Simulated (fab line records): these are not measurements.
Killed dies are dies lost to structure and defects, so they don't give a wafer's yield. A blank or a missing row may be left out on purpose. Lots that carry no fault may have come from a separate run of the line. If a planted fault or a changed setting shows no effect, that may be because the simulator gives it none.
Chamber matching || flow gf180mcu || 4 sister chambers for GF_POLY_GATE_ETCH_13 on rie_si-01
The step etches poly-Si in HBr/Cl2, stops on SiO2, target depth 198.5 nm, time 69.6 s. 4 wafers are shown with their chamber, then 8 later ones without.

## WAFERS PAIRED WITH THEIR CHAMBERS
{"wafer": "L970.3", "chamber": 2, "oes_product_au (a.u.)": 0.981}
{"wafer": "L977.5", "chamber": 3, "oes_product_au (a.u.)": 0.992}
{"wafer": "L981.6", "chamber": 0, "oes_product_au (a.u.)": 0.995}
{"wafer": "L984.2", "chamber": 1, "oes_product_au (a.u.)": 0.991}

## WAFERS WITH NO CHAMBER GIVEN
{"wafer": "L984.3", "oes_product_au (a.u.)": 0.979}
{"wafer": "L984.4", "oes_product_au (a.u.)": 0.992}
{"wafer": "L985.1", "oes_product_au (a.u.)": 0.992}
{"wafer": "L985.2", "oes_product_au (a.u.)": 0.982}
{"wafer": "L985.5", "oes_product_au (a.u.)": 1.005}
{"wafer": "L986.4", "oes_product_au (a.u.)": 0.978}
{"wafer": "L986.5", "oes_product_au (a.u.)": 0.982}
{"wafer": "L986.6", "oes_product_au (a.u.)": 0.986}

## EACH ONE'S CHAMBER
{"wafer": "L984.3", "from the rows above": 2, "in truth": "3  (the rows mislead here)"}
{"wafer": "L984.4", "from the rows above": "can't be placed: 3 or 1 or 0", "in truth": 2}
{"wafer": "L985.1", "from the rows above": "can't be placed: 3 or 1 or 0", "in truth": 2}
{"wafer": "L985.2", "from the rows above": "can't be placed: 2 or 1", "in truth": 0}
{"wafer": "L985.5", "from the rows above": "can't be placed: 0 or 3 or 1", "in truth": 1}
{"wafer": "L986.4", "from the rows above": 2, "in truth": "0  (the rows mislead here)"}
{"wafer": "L986.5", "from the rows above": "can't be placed: 2 or 1", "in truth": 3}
{"wafer": "L986.6", "from the rows above": "can't be placed: 1 or 2 or 3 or 0", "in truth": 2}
Placed correctly: 0 of 8. Can't be placed from these rows: 6 (the true chamber is among the candidates in 2). Placed wrongly: 2.
How it was worked out, from the rows above alone: a wafer's distance from a chamber is the root of the sum, over the readings, of the square of ((its reading less the chamber's mean) divided by the reading's scatter). If the next closest chamber is less than 2 further off than the closest, the wafer can't be placed; otherwise it belongs to the closest. Each chamber's mean is taken over the wafers shown for it. The scatter (one wafer shown for each chamber): square how far every hidden wafer sits from the nearest shown wafer, average those squares and take the square root.
